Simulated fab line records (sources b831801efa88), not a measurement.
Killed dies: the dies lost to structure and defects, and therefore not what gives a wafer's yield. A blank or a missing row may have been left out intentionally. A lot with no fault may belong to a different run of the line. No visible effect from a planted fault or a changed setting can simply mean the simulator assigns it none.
fab line records	flow sky130
record lots=13	wafers=39	last-day=50
route steps=708 shown FIELD_ISO@28 VT_ADJUST_HVTP@92 VT_ADJUST_LVTN@106 VT_ADJUST_HVTR@139
lots that met no fault: from a run of the same line without faults
start-h: hours from the record's first day to the start of the lot's first wafer shown	wait-h: time in hours since the lot's previous step	" same as the row above	L1.1+2: a row that stands for several wafers	- either no value or no given start	* or withheld: withheld	< > ~ a bound
route shown NAME@n: NAME is a module with steps in the file, n the number in the route of the first one	usual: mean/standard deviation taken from wafers without a fault	same: alike in all rows	chamber/n: place in a boat	sites: per-site readings	_std_site: standard deviation of those values	_edge_site: the outer-site mean with the inner-site mean subtracted	radius-mm: for every site, how far away it sits from the centre of the wafer	mask NAME#n: copy n	behind: the last tool/chamber to shape the wafer	hold: the reason the lot was held/the length of the hold in hours/how it ended	device: whichever transistor did not switch (one of n, p or np)	end of line: at the end of the route, the tests of the same wafers	where a step has no rows: the recipe by itself	killed: the dies lost at the first sort to structure and to defects; this is not the yield of the wafer	map: a wafer's dies, marking killed ones x, the rest . and places with no die _
set.NAME: the run value of the setting; set.NAME@STEP: its run value at that earlier step	model.NAME: the simulator's own value behind a step, which no gauge read
route steps across a sampled set of lots; one table per step, one row per wafer
services: the hour from which a tool's chamber was out of use, counted from the record's first day as start-h (under 0 if before that day), plus the number of hours and why
## steps
# step SKY_FIELD_ISO_CMP_27
# recipe stop-on=Si3N4	t-overpolish-s=16	down-force-psi=4	platen-rpm=60	target-thk-nm=457.8	pad-velocity-m-s=0.94248
# usual motor-current-A=11.6/1.1	overpolish-run-s=15.998/0.0083	slurry-filter-dp-kPa=13.50/0.13	slurry-flow-ml-min=150.0/0.39	time-to-endpoint-s=112/3.9
lot.wafer	tool	chamber	start-h	wait-h	motor-current-A	overpolish-run-s	slurry-filter-dp-kPa	slurry-flow-ml-min	time-to-endpoint-s
L501.2	cmp-01	1	48.97	0.1	11.3	16.002	13.45	150.4	118
L501.3	"	2	"	"	13.3	16.000	13.31	150.1	111
L501.5	"	1	"	"	12.5	15.993	13.31	149.9	117
L500.4	cmp-02	1	49.02	0.1	11.2	15.991	13.61	150.6	113
L500.3	"	2	"	"	10.2	15.996	13.80	149.8	112
L500.5	"	0	"	"	11.3	15.997	13.74	150.2	119
L502.4	cmp-02	0	57.60	0.1	11.1	15.985	13.51	149.7	116
L502.1	"	1	"	"	11.3	16.002	13.39	150.7	116
L502.5	"	3	"	"	11.1	15.999	13.73	149.8	111
L503.3	cmp-02	2	57.85	0.3	9.7	16.005	13.35	149.3	116
L503.4	"	3	"	"	10.6	16.003	13.71	149.3	118
L503.2	"	1	"	"	11.8	15.993	13.75	150.1	111
L512.2	cmp-02	3	105.78	0.0	10.8	16.006	13.56	150.3	111
L512.3	"	1	"	"	11.3	16.004	13.36	149.8	112
L512.5	"	0	"	"	11.3	15.995	13.62	150.4	111
L513.4	cmp-01	1	107.54	0.0	11.8	16.003	13.64	149.5	108
L513.1	"	3	"	"	12.2	16.018	13.62	149.9	107
L513.6	"	1	"	"	11.2	15.991	13.46	149.7	114
L514.3	cmp-01	1	113.18	0.1	12.0	16.003	13.33	149.3	109
L514.1	"	2	"	"	13.0	16.001	13.51	149.7	103
L514.6	"	0	"	"	13.7	15.992	13.54	149.7	103
L515.4	cmp-01	2	116.83	0.1	13.5	16.020	13.54	150.8	106
L515.2	"	3	"	"	11.7	16.004	13.38	150.0	110
L515.5	"	1	"	"	11.9	15.993	13.36	150.0	111
L516.1	cmp-02	2	120.52	0.0	10.6	15.997	13.33	150.0	115
L516.2	"	3	"	"	10.9	16.001	13.68	150.1	110
L516.4	"	0	"	"	11.4	16.005	13.54	149.8	111
L517.3	cmp-02	0	125.45	0.0	11.1	15.999	13.48	149.7	115
L517.1	"	1	"	"	11.8	15.988	13.39	149.6	113
L517.2	"	3	"	"	11.1	15.986	13.60	149.7	116
L518.3	cmp-02	2	133.13	0.0	9.8	15.991	13.55	149.2	111
L518.4	"	3	"	"	10.5	16.007	13.52	149.7	111
L518.2	"	0	"	"	11.2	16.010	13.58	149.7	114
L519.2	cmp-01	2	138.10	0.1	13.0	15.995	13.45	150.4	107
L519.6	"	0	"	"	12.9	15.976	13.40	150.5	109
L519.5	"	1	"	"	11.5	16.005	13.53	149.8	111
L521.4	cmp-01	1	152.24	0.1	11.4	15.998	13.41	149.8	104
L521.6	"	3	"	"	11.8	16.003	13.33	149.9	101
L521.5	"	0	"	"	13.8	16.006	13.57	150.2	100
# step SKY_VT_ADJUST_HVTP_CD_MEAS_07
# recipe target-cd-nm=380
# usual cd-nm=380.1/2.9
lot.wafer	tool	chamber	start-h	wait-h	cd-nm
L501.2	cd-sem-01	-	141.19	0.1	381.4
L501.3	"	-	"	"	379.2
L501.5	"	-	"	"	379.2
L500.3	cd-sem-01	-	141.92	0.1	378.7
L500.4	"	-	"	"	375.6
L500.5	"	-	"	"	377.6
L502.1	cd-sem-01	-	151.75	0.1	383.1
L502.4	"	-	"	"	380.9
L502.5	"	-	"	"	383.6
L503.2	cd-sem-01	-	153.24	0.2	382.5
L503.3	"	-	"	"	383.6
L503.4	"	-	"	"	384.6
L512.2	cd-sem-02	-	209.37	0.1	379.0
L512.3	"	-	"	"	378.7
L512.5	"	-	"	"	378.4
L513.1	cd-sem-01	-	211.92	0.1	375.5
L513.4	"	-	"	"	377.1
L513.6	"	-	"	"	375.3
L514.1	cd-sem-02	-	218.40	0.1	383.3
L514.3	"	-	"	"	382.8
L514.6	"	-	"	"	379.8
L515.2	cd-sem-02	-	221.25	0.1	377.3
L515.4	"	-	"	"	379.1
L515.5	"	-	"	"	379.4
L516.1	cd-sem-01	-	228.28	0.1	385.0
L516.2	"	-	"	"	383.6
L516.4	"	-	"	"	383.8
L517.1	cd-sem-02	-	233.74	0.2	382.1
L517.2	"	-	"	"	380.4
L517.3	"	-	"	"	379.5
L518.2	cd-sem-02	-	242.94	0.1	385.3
L518.3	"	-	"	"	384.0
L518.4	"	-	"	"	384.3
L519.2	cd-sem-01	-	246.65	0.1	380.9
L519.5	"	-	"	"	383.9
L519.6	"	-	"	"	383.7
L521.4	cd-sem-01	-	268.31	0.1	372.8
L521.5	"	-	"	"	372.9
L521.6	"	-	"	"	374.9
# step SKY_VT_ADJUST_HVTP_STRIP_10
# recipe chemistry=O2/N2	power-w=1400	pressure-mtorr=1500	platen-temp-c=withheld	o2-flow-sccm=3000	n2-flow-sccm=300	overash-fraction=0.5
# usual drypump-motor-current-A=5.8/0.34	oes-product-au=0.716/0.0044	strip-time-to-endpoint-s=14.18/0.037
lot.wafer	tool	chamber	start-h	wait-h	drypump-motor-current-A	oes-product-au	rf-hours-counter-h	strip-time-to-endpoint-s
L501.2	plasma-asher-01	1	141.47	0.1	5.7	0.717	2	14.22
L501.3	"	0	"	"	5.7	0.722	-	14.21
L501.5	"	0	"	"	5.7	0.715	-	14.21
L500.3	plasma-asher-02	0	142.22	0.1	6.4	0.711	-	14.22
L500.4	"	1	"	"	5.2	0.716	-	14.17
L500.5	"	0	"	"	6.4	0.715	-	14.15
L502.1	plasma-asher-01	1	152.06	0.1	5.7	0.711	3	14.17
L502.4	"	0	"	"	5.8	0.720	-	14.18
L502.5	"	0	"	"	5.8	0.721	-	14.17
L503.2	plasma-asher-01	0	153.52	0.1	5.7	0.938	4	-
L503.3	"	1	"	"	5.7	0.934	-	-
L503.4	"	0	"	"	5.7	0.944	-	-
L512.2	plasma-asher-03	0	209.66	0.1	6.0	0.710	39	14.20
L512.3	"	0	"	"	6.0	0.721	-	14.20
L512.5	"	1	"	"	5.7	0.722	-	14.25
L513.1	plasma-asher-02	1	212.22	0.1	5.2	0.723	53	14.21
L513.4	"	1	"	"	5.2	0.716	-	14.22
L513.6	"	1	"	"	5.2	0.720	-	14.24
L514.1	plasma-asher-03	0	218.71	0.1	6.0	0.708	40	14.13
L514.3	"	0	"	"	6.0	0.714	-	14.20
L514.6	"	0	"	"	6.0	0.709	-	14.15
L515.2	plasma-asher-02	1	221.54	0.1	5.2	0.716	54	14.24
L515.4	"	0	"	"	6.3	0.710	-	14.23
L515.5	"	0	"	"	6.3	0.718	-	14.20
L516.1	plasma-asher-01	0	228.59	0.1	5.8	0.721	11	14.12
L516.2	"	1	"	"	5.7	0.724	11	14.13
L516.4	"	1	"	"	5.7	0.718	-	14.14
L517.1	plasma-asher-01	1	234.04	0.1	5.7	0.714	11	14.24
L517.2	"	0	"	"	5.8	0.714	11	14.21
L517.3	"	0	"	"	5.8	0.713	-	14.21
L518.2	plasma-asher-01	0	243.22	0.1	5.8	0.714	12	14.18
L518.3	"	1	"	"	5.7	0.713	-	14.13
L518.4	"	0	"	"	5.7	0.724	-	14.16
L519.2	plasma-asher-03	1	246.93	0.1	5.7	0.718	43	14.18
L519.5	"	1	"	"	5.7	0.713	-	14.19
L519.6	"	0	"	"	6.0	0.719	-	14.25
L521.4	plasma-asher-02	0	268.59	0.1	6.3	0.708	-	14.27
L521.5	"	0	"	"	6.3	0.715	-	14.24
L521.6	"	1	"	"	5.3	0.722	-	14.17
# step SKY_VT_ADJUST_LVTN_STRIP_09
# recipe chemistry=O2/N2	power-w=1400	pressure-mtorr=1500	platen-temp-c=withheld	o2-flow-sccm=3000	n2-flow-sccm=300	overash-fraction=0.5
# usual drypump-motor-current-A=5.7/0.44	oes-product-au=0.722/0.0045	strip-time-to-endpoint-s=36.92/0.12
lot.wafer	tool	chamber	start-h	wait-h	drypump-motor-current-A	oes-product-au	rf-hours-counter-h	strip-time-to-endpoint-s
L501.2	plasma-asher-02	0	161.64	0.1	6.3	0.720	48	36.97
L501.3	"	1	"	"	5.2	0.726	-	36.98
L501.5	"	0	"	"	6.4	0.729	-	36.97
L500.3	plasma-asher-01	1	161.72	0.1	5.7	0.721	-	36.90
L500.4	"	0	"	"	5.8	0.721	-	36.93
L500.5	"	1	"	"	5.7	0.720	-	36.86
L502.1	plasma-asher-02	1	172.32	0.1	5.2	0.727	49	37.00
L502.4	"	1	"	"	5.2	0.711	-	36.94
L502.5	"	0	"	"	6.4	0.721	-	37.14
L503.2	plasma-asher-02	0	173.62	0.1	6.4	0.726	49	42.37
L503.3	"	1	"	"	5.2	0.729	-	42.47
L503.4	"	0	"	"	6.4	0.721	-	42.32
L512.2	plasma-asher-02	1	232.57	0.1	5.2	0.718	55	36.88
L512.3	"	0	"	"	6.3	0.727	-	36.78
L512.5	"	0	"	"	6.3	0.722	-	36.94
L513.1	plasma-asher-01	0	235.34	0.1	5.7	0.719	11	36.92
L513.4	"	0	"	"	5.8	0.721	-	36.91
L513.6	"	0	"	"	5.7	0.713	-	37.00
L514.1	plasma-asher-02	1	242.03	0.1	5.2	0.719	57	36.97
L514.3	"	1	"	"	5.2	0.721	-	37.05
L514.6	"	1	"	"	5.2	0.720	-	37.07
L515.2	plasma-asher-02	0	244.29	0.1	6.4	0.724	57	36.93
L515.4	"	0	"	"	6.4	0.714	-	36.92
L515.5	"	0	"	"	6.4	0.722	-	37.10
L516.1	plasma-asher-02	1	251.94	0.1	5.2	0.731	58	36.91
L516.2	"	0	"	"	6.4	0.719	58	37.06
L516.4	"	1	"	"	5.2	0.725	-	36.98
L517.1	plasma-asher-04	1	257.74	0.1	5.6	0.722	54	36.80
L517.2	"	0	"	"	5.3	0.714	54	36.66
L517.3	"	1	"	"	5.6	0.722	-	36.66
L518.2	plasma-asher-02	0	267.79	0.1	6.4	0.717	59	37.09
L518.3	"	0	"	"	6.4	0.721	-	37.06
L518.4	"	1	"	"	5.3	0.721	-	37.04
L519.2	plasma-asher-01	0	270.86	0.1	5.7	0.719	15	36.92
L519.5	"	1	"	"	5.7	0.719	-	37.07
L519.6	"	0	"	"	5.7	0.717	-	36.79
L521.4	plasma-asher-02	1	293.75	0.1	5.2	0.728	-	36.92
L521.5	"	1	"	"	5.2	0.716	-	37.26
L521.6	"	0	"	"	6.4	0.728	-	37.06
# step SKY_VT_ADJUST_LVTN_TW_MEAS_10
# usual VT_ADJUST_LVTN_TW=240/3.4
lot.wafer	tool	chamber	start-h	wait-h	VT_ADJUST_LVTN_TW
L501.2	film-metro-04	-	161.75	0.1	243
L501.3	"	-	"	"	243
L501.5	"	-	"	"	243
L500.3	film-metro-02	-	161.80	0.1	237
L500.4	"	-	"	"	236
L500.5	"	-	"	"	238
L502.1	film-metro-04	-	172.42	0.1	239
L502.4	"	-	"	"	240
L502.5	"	-	"	"	241
L503.2	film-metro-01	-	173.73	0.1	30
L503.3	"	-	"	"	31
L503.4	"	-	"	"	30
L512.2	film-metro-02	-	232.68	0.1	239
L512.3	"	-	"	"	239
L512.5	"	-	"	"	238
L513.1	film-metro-01	-	235.44	0.1	244
L513.4	"	-	"	"	245
L513.6	"	-	"	"	245
L514.1	film-metro-02	-	242.13	0.1	236
L514.3	"	-	"	"	238
L514.6	"	-	"	"	237
L515.2	film-metro-01	-	244.40	0.1	243
L515.4	"	-	"	"	243
L515.5	"	-	"	"	242
L516.1	film-metro-02	-	252.04	0.1	236
L516.2	"	-	"	"	237
L516.4	"	-	"	"	237
L517.1	film-metro-02	-	257.84	0.1	238
L517.2	"	-	"	"	237
L517.3	"	-	"	"	238
L518.2	film-metro-01	-	267.90	0.1	243
L518.3	"	-	"	"	244
L518.4	"	-	"	"	243
L519.2	film-metro-04	-	270.97	0.1	241
L519.5	"	-	"	"	240
L519.6	"	-	"	"	240
L521.4	film-metro-02	-	293.84	0.1	238
L521.5	"	-	"	"	236
L521.6	"	-	"	"	239
# step SKY_VT_ADJUST_HVTR_OVL_MEAS_08
# usual VT_ADJUST_HVTR_OVL=0.8/1.4
lot.wafer	tool	chamber	start-h	wait-h	VT_ADJUST_HVTR_OVL[nm]
L501.2	overlay-01	-	225.94	0.1	1.0
L501.3	"	-	"	"	1.4
L501.5	"	-	"	"	1.5
L500.3	overlay-01	-	226.13	0.1	1.1
L500.4	"	-	"	"	-1.6
L500.5	"	-	"	"	1.1
L502.1	overlay-01	-	238.81	0.1	0.5
L502.4	"	-	"	"	0.4
L502.5	"	-	"	"	0.9
L503.2	overlay-02	-	239.06	0.1	1.6
L503.3	"	-	"	"	1.9
L503.4	"	-	"	"	0.5
L512.2	overlay-02	-	304.89	0.1	1.5
L512.3	"	-	"	"	1.4
L512.5	"	-	"	"	0.7
L513.1	overlay-01	-	308.82	0.1	2.7
L513.4	"	-	"	"	0.6
L513.6	"	-	"	"	1.1
L514.1	overlay-02	-	317.24	0.1	0.6
L514.3	"	-	"	"	0.9
L514.6	"	-	"	"	-0.2
L515.2	overlay-01	-	320.79	0.1	-1.7
L515.4	"	-	"	"	-2.0
L515.5	"	-	"	"	-2.7
L516.1	overlay-01	-	327.32	0.1	1.8
L516.2	"	-	"	"	0.1
L516.4	"	-	"	"	2.2
L517.1	overlay-02	-	333.59	0.1	1.0
L517.2	"	-	"	"	-1.6
L517.3	"	-	"	"	-0.4
L518.2	overlay-02	-	346.52	0.1	2.2
L518.3	"	-	"	"	1.4
L518.4	"	-	"	"	-0.5
L519.2	overlay-01	-	349.29	0.1	1.3
L519.5	"	-	"	"	0.8
L519.6	"	-	"	"	-0.5
L521.4	overlay-01	-	374.78	0.1	3.6
L521.5	"	-	"	"	4.2
L521.6	"	-	"	"	1.5
## services
tool	chamber	start-h	hours	kind
cmp-02	-	49.26	5.8	pm
plasma-asher-01	-	51.48	1.9	repair
plasma-asher-02	-	51.75	1.6	repair
cmp-01	-	55.05	7.8	pm
cmp-01	-	64.00	4.0	pm
cmp-01	-	72.00	6.0	pm
plasma-asher-02	-	96.87	0.4	repair
plasma-asher-01	-	108.75	9.0	pm
cmp-01	-	136.17	0.2	repair
cmp-01	-	153.12	1.6	repair
cmp-01	-	161.16	4.4	repair
cmp-01	-	178.17	2.5	repair
cmp-01	-	181.12	1.5	repair
cmp-02	-	183.19	3.6	pm
cmp-02	-	186.77	0.3	repair
cmp-02	-	187.05	12.8	repair
cmp-01	-	201.63	0.6	repair
cmp-01	-	218.18	0.7	repair
cmp-02	-	221.22	1.4	repair
cmp-02	-	232.00	4.0	pm
cmp-01	-	232.59	1.0	repair
cmp-01	-	240.80	1.5	repair
cmp-01	-	250.06	9.2	pm
cmp-01	-	292.93	0.3	repair
## key
first-sign step=SKY_VT_ADJUST_HVTP_STRIP_10	reading=oes-product-au	direction=up	sigmas=51	usual=0.716	struck=0.939
effect step=SKY_VT_ADJUST_LVTN_STRIP_09	reading=strip-time-to-endpoint-s	direction=up	sigmas=47	usual=*	struck=*
effect step=SKY_VT_ADJUST_LVTN_TW_MEAS_10	reading=VT_ADJUST_LVTN_TW	direction=down	sigmas=62	usual=240	struck=30
met-at SKY_VT_ADJUST_HVTP_STRIP_10
struck-lots L503
sort-left-out L503.2,L503.3,L503.4
tester-left-out L503
not-acting-at SKY_FIELD_ISO_CMP_27,SKY_VT_ADJUST_HVTP_CD_MEAS_07,SKY_VT_ADJUST_HVTR_OVL_MEAS_08
onset-between 152.06 153.52
fault kind=strip-aborted	tool=plasma-asher-01	chamber=-	onset-h=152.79	steps=SKY_VT_ADJUST_HVTP_STRIP_10	offset=0.59692	end-h=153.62
# tester-left-out: of these lots the tester's yield and bins aren't shown, on N5 and GAA mostly nor the transistor test; their killed dies are dies lost to structure and defects alone, not to doping, threshold or leakage, so they don't give the yield
# sort-left-out: the simulated sort isn't trusted on such a fault, so these wafers' sort isn't shown, and their yield isn't known
